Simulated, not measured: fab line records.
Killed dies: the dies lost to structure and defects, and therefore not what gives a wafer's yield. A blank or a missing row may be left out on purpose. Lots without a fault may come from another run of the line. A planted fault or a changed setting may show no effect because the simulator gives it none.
fab line records | flow sky130
[record] lots = 13 wafers = 39 lastDay = 50
route steps=708 shown CONTACT@410 VIA1@460
lots untouched by any fault: they come from a run of this same line in which no faults occurred
startH: start of the lot's first displayed wafer, in hours after the record's first day | waitH: how many hours have passed since the lot's step before this one | " same as the row above | L1.1+2: several wafers, shown together as one row | - no value present, or no start provided | * or withheld: withheld | < > ~ a bound
route shown NAME@n: a module of which the file shows steps, and the number in the route of the first | usual: average and standard deviation across the fault-free wafers | same: alike in all rows | chamber/n: place in a boat | sites: per-site readings | _std_site: the values' standard deviation | _edge_site: the outer-site mean with the inner-site mean subtracted | radiusMm: how far each site lies from the wafer's centre | mask NAME#n: copy n | behind: the last tool/chamber to shape the wafer | hold: cause of the lot's hold/its duration in hours/its outcome | device: which transistor (n, p or np) failed to switch | end of line: at the end of the route, the tests of the same wafers | a step without rows: its recipe alone | killed: the dies lost at the first sort to structure and to defects; this is not the yield of the wafer | map: dies across one wafer; x = killed, . = not, _ = none there
set.NAME: the setting the step ran with; set.NAME@STEP: the setting that earlier step ran with | model.NAME: the simulator's own value behind a step, which no gauge read
a sample of lots followed through the steps of the route, with each step as a table and each wafer as a row
services: when a tool's chamber went out of use (startH, in hours from the record's first day, below 0 if earlier), for how many hours, and the reason
[[steps]]
[step SKY_CONTACT_CMP_04]
[recipe] material = SiO2 downForcePsi = 4 platenRpm = 60 padVelocityMS = 0.94248
[usual] motorCurrentA = 12.4/1.7 timeToEndpointS = 83/5.3
// columns lot.wafer tool chamber startH waitH motorCurrentA timeToEndpointS
L327.2 cmp-01 2 697.45 0.1 11.9 84
L327.4 " 0 " " 13.5 83
L327.5 " 1 " " 11.7 86
L326.3 cmp-02 3 699.86 0.0 16.0 79
L326.2 " 2 " " 12.2 75
L326.5 " 3 " " 14.9 77
L329.1 cmp-02 2 736.04 0.1 12.2 81
L329.2 " 3 " " 15.5 89
L329.3 " 0 " " 10.3 91
L330.3 cmp-02 3 743.47 0.1 15.1 86
L330.1 " 1 " " 9.2 84
L330.6 " 3 " " 15.3 83
L332.2 cmp-02 0 754.53 0.1 10.5 93
L332.5 " 2 " " 12.7 84
L332.6 " 3 " " 16.0 86
L331.3 cmp-01 1 755.59 0.1 11.4 85
L331.6 " 3 " " 12.6 85
L331.5 " 0 " " 13.8 88
L334.3 cmp-02 2 765.87 0.0 12.5 84
L334.1 " 3 " " 15.3 89
L334.2 " 0 " " 10.3 93
L335.4 cmp-02 2 777.44 0.0 11.7 84
L335.1 " 3 " " 15.5 88
L335.5 " 3 " " 15.1 81
L337.4 cmp-02 0 790.87 0.1 10.0 88
L337.3 " 1 " " 9.3 91
L337.5 " 3 " " 14.7 85
L343.1 cmp-01 0 831.88 0.2 13.4 81
L343.3 " 1 " " 12.4 81
L343.5 " 3 " " 13.4 74
L347.2 cmp-02 1 875.95 0.0 9.3 97
L347.6 " 1 " " 9.7 96
L347.5 " 2 " " 11.5 86
L348.3 cmp-01 1 876.94 0.1 12.1 77
L348.1 " 2 " " 11.6 77
L348.5 " 0 " " 13.2 75
L349.3 cmp-01 3 883.02 0.0 12.9 81
L349.2 " 1 " " 12.3 86
L349.5 " 3 " " 12.9 73
[step SKY_CONTACT_CD_MEAS_14]
[recipe] targetCdNm = 170
[usual] cdNm = 170.3/1.6
// columns lot.wafer tool chamber startH waitH cdNm
L327.2 cdSem-01 - 725.09 - 164.7
L327.4 " - " " 166.1
L327.5 " - " " 166.3
L326.2 cdSem-02 - 728.07 - 169.4
L326.3 " - " " 169.3
L326.5 " - " " 168.9
L329.1 cdSem-02 - 763.20 - 170.3
L329.2 " - " " 170.0
L329.3 " - " " 171.6
L330.1 cdSem-01 - 770.77 - 169.7
L330.3 " - " " 170.1
L330.6 " - " " 168.7
L332.2 cdSem-01 - 781.90 - 170.6
L332.5 " - " " 170.7
L332.6 " - " " 171.3
L331.3 cdSem-02 - 782.46 - 169.1
L331.5 " - " " 168.5
L331.6 " - " " 168.9
L334.1 cdSem-01 - 792.65 - 173.0
L334.2 " - " " 170.6
L334.3 " - " " 172.5
L335.1 cdSem-01 - 804.26 - 170.0
L335.4 " - " " 169.9
L335.5 " - " " 168.8
L337.3 cdSem-01 - 818.01 - 173.8
L337.4 " - " " 172.7
L337.5 " - " " 171.9
L343.1 cdSem-01 - 858.30 - 170.5
L343.3 " - " " 169.6
L343.5 " - " " 169.5
L347.2 cdSem-01 - 901.53 - 171.1
L347.5 " - " " 170.3
L347.6 " - " " 171.2
L348.1 cdSem-01 - 902.35 - 169.1
L348.3 " - " " 168.9
L348.5 " - " " 169.5
L349.2 cdSem-01 - 908.57 - 172.3
L349.3 " - " " 170.4
L349.5 " - " " 172.5
[step SKY_VIA1_CMP_02]
[recipe] material = SiO2 downForcePsi = 4 platenRpm = 60 padVelocityMS = 0.94248
[usual] motorCurrentA = 12.1/1.8
// columns lot.wafer tool chamber startH waitH motorCurrentA
L327.2 cmp-02 0 754.97 0.0 10.8
L327.4 " 3 " " 15.8
L327.5 " 1 " " 9.4
L326.3 cmp-02 3 758.37 0.0 15.7
L326.2 " 0 " " 10.4
L326.5 " 3 " " 15.6
L329.3 cmp-02 0 791.85 0.0 10.8
L329.2 " 2 " " 12.4
L329.1 " 3 " " 15.3
L330.1 cmp-01 1 800.35 0.1 11.9
L330.3 " 2 " " 12.5
L330.6 " 2 " " 11.6
L332.2 cmp-01 1 810.77 0.2 11.6
L332.6 " 2 " " 11.6
L332.5 " 3 " " 13.0
L331.3 cmp-02 2 812.05 0.1 12.6
L331.5 " 0 " " 10.2
L331.6 " 1 " " 9.6
L334.1 cmp-01 1 820.83 0.1 11.7
L334.2 " 2 " " 11.5
L334.3 " 3 " " 13.0
L335.4 cmp-01 0 833.58 0.0 14.0
L335.1 " 2 " " 11.6
L335.5 " 1 " " 11.9
L337.3 cmp-01 1 847.32 0.1 11.7
L337.4 " 3 " " 13.1
L337.5 " 0 " " 14.0
L343.3 cmp-02 0 887.83 0.0 10.9
L343.1 " 3 " " 15.6
L343.5 " 0 " " 10.2
L347.2 cmp-01 3 928.73 0.1 13.0
L347.5 " 1 " " 12.0
L347.6 " 2 " " 12.0
L348.3 cmp-02 1 929.91 0.0 9.4
L348.1 " 0 " " 10.1
L348.5 " 2 " " 12.7
L349.2 cmp-01 0 936.29 0.0 14.0
L349.3 " 1 " " 11.3
L349.5 " 1 " " 11.9
[step SKY_VIA1_CD_MEAS_12]
[recipe] targetCdNm = 150
[usual] cdNm = 149.6/1.4
// columns lot.wafer tool chamber startH waitH cdNm
L327.2 cdSem-01 - 781.78 - 149.2
L327.4 " - " " 148.3
L327.5 " - " " 149.2
L326.2 cdSem-02 - 785.52 - 150.8
L326.3 " - " " 149.3
L326.5 " - " " 150.0
L329.1 cdSem-01 - 818.65 - 148.7
L329.2 " - " " 148.9
L329.3 " - " " 147.9
L330.1 cdSem-02 - 827.05 - 151.9
L330.3 " - " " 151.2
L330.6 " - " " 151.3
L332.2 cdSem-01 - 837.33 - 153.7
L332.5 " - " " 150.6
L332.6 " - " " 153.9
L331.3 cdSem-01 - 838.00 - 149.7
L331.5 " - " " 151.4
L331.6 " - " " 150.2
L334.1 cdSem-02 - 847.86 - 151.4
L334.2 " - " " 150.9
L334.3 " - " " 151.6
L335.1 cdSem-02 - 859.75 - 149.0
L335.4 " - " " 151.0
L335.5 " - " " 151.0
L337.3 cdSem-02 - 873.30 - 149.2
L337.4 " - " " 150.0
L337.5 " - " " 148.7
L343.1 cdSem-02 - 912.51 - 149.9
L343.3 " - " " 151.2
L343.5 " - " " 149.0
L347.2 cdSem-02 - 954.07 - 150.1
L347.5 " - " " 148.2
L347.6 " - " " 150.4
L348.1 cdSem-01 - 955.20 - 148.8
L348.3 " - " " 149.5
L348.5 " - " " 151.3
L349.2 cdSem-01 - 961.48 - 150.9
L349.3 " - " " 150.5
L349.5 " - " " 150.5
[step SKY_VIA1_ETCH_15]
[recipe] target = SiO2 chemistry = C4F8/O2/Ar targetDepthNm = 351 stopOn = TiN maskMaterial = KrF-thick sourceW = 1500 biasW = 1200 pressureMtorr = 40 c4f8FlowSccm = withheld O2_flow_sccm = 6 Ar_flow_sccm = 300 timeS = 54
[usual] chamberPressureMTorr = 40.00/0.037 oesProductAu = 0.983/0.0067
// columns lot.wafer tool chamber startH waitH chamberPressureMTorr oesProductAu rfHoursCounterH
L327.2 rieDiel-02 3 781.96 0.0 39.96 0.979 9
L327.4 " 2 " " 39.98 0.981 5
L327.5 " 3 " " 39.96 0.985 -
L326.2 rieDiel-04 2 785.70 0.0 40.02 0.990 5
L326.3 " 0 " " 39.98 0.984 15
L326.5 " 0 " " 40.00 0.980 -
L329.1 rieDiel-02 3 818.85 0.0 40.02 0.984 10
L329.2 " 2 " " 40.10 0.981 7
L329.3 " 0 " " 40.04 0.983 5
L330.1 rieDiel-04 0 827.25 0.0 40.03 0.979 16
L330.3 " 3 " " 40.01 0.983 16
L330.6 " 0 " " 40.01 0.988 -
L332.2 rieDiel-03 2 837.51 0.0 40.04 0.978 8
L332.5 " 2 " " 40.01 0.974 -
L332.6 " 3 " " 40.00 0.971 -
L331.3 rieDiel-04 1 838.16 0.0 39.97 0.975 7
L331.5 " 2 " " 40.03 0.990 -
L331.6 " 1 " " 39.97 0.969 -
L334.1 rieDiel-02 0 848.06 0.0 39.99 0.976 6
L334.2 " 1 " " 39.98 0.988 4
L334.3 " 3 " " 39.98 0.982 11
L335.1 rieDiel-04 0 859.95 0.0 40.09 0.989 17
L335.4 " 2 " " 40.02 0.984 6
L335.5 " 3 " " 40.06 0.976 -
L337.3 rieDiel-03 3 873.46 0.0 39.99 1.004 16
L337.4 " 1 " " 39.96 0.973 10
L337.5 " 0 " " 39.99 0.980 -
L343.1 rieDiel-03 0 912.71 0.0 40.07 0.991 24
L343.3 " 3 " " 39.97 0.979 18
L343.5 " 0 " " 39.95 0.987 -
L347.2 rieDiel-03 0 954.25 0.0 39.99 0.979 26
L347.5 " 3 " " 40.05 0.982 -
L347.6 " 0 " " 40.00 0.980 -
L348.1 rieDiel-02 0 955.40 0.0 40.05 0.979 9
L348.3 " 3 " " 39.99 0.981 14
L348.5 " 2 " " 40.00 0.981 -
L349.2 rieDiel-02 0 961.66 0.0 39.97 0.989 9
L349.3 " 3 " " 40.01 0.991 14
L349.5 " 0 " " 39.97 0.978 -
[[services]]
// columns tool chamber startH hours kind
cmp-01 - 676.99 0.8 repair
cmp-01 - 683.09 5.9 repair
cmp-02 - 719.46 2.6 repair
rieDiel-02 0 727.56 19.6 repair
cmp-01 - 738.47 2.0 repair
rieDiel-03 - 752.99 15.6 pm
cmp-01 - 753.95 0.7 repair
cmp-01 - 759.44 4.0 pm
cmp-01 - 768.78 6.8 pm
rieDiel-03 0 784.59 11.3 repair
rieDiel-02 1 797.83 3.8 repair
rieDiel-03 1 816.81 5.8 repair
rieDiel-02 - 826.96 4.3 pm
cmp-01 - 830.07 1.5 repair
cmp-02 - 843.07 4.3 repair
rieDiel-04 2 847.22 3.9 repair
cmp-02 - 861.57 3.0 pm
cmp-01 - 879.41 0.2 repair
cmp-01 - 881.21 0.3 repair
cmp-01 - 891.57 0.3 repair
rieDiel-02 2 903.09 1.9 repair
cmp-02 - 912.29 4.0 pm
cmp-01 - 923.52 2.9 repair
cmp-02 - 951.09 0.5 repair
[[key]]
[firstSign] step = SKY_VIA1_ETCH_15 reading = oesProductAu direction = up sigmas = 3.2 usual = 0.983 struck = 1.004
effect none on later readings
metAt SKY_VIA1_CMP_02
struckLots L337
struckWafers L337.3
sortLeftOut L337.3
notActingAt SKY_CONTACT_CMP_04,SKY_CONTACT_CD_MEAS_14,SKY_VIA1_CD_MEAS_12
onsetBetween 833.58 847.32
[fault] kind = processParameterDrift tool = cmp-01 chamber = 1 onsetH = 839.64 steps = SKY_VIA1_CMP_02 channel = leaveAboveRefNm offset = 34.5 shape = step endH = 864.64 actsIn = theseRecipesOnly stated = 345
// sortLeftOut: the simulated sort isn't trusted on such a fault, so these wafers' sort isn't shown, and their yield isn't known
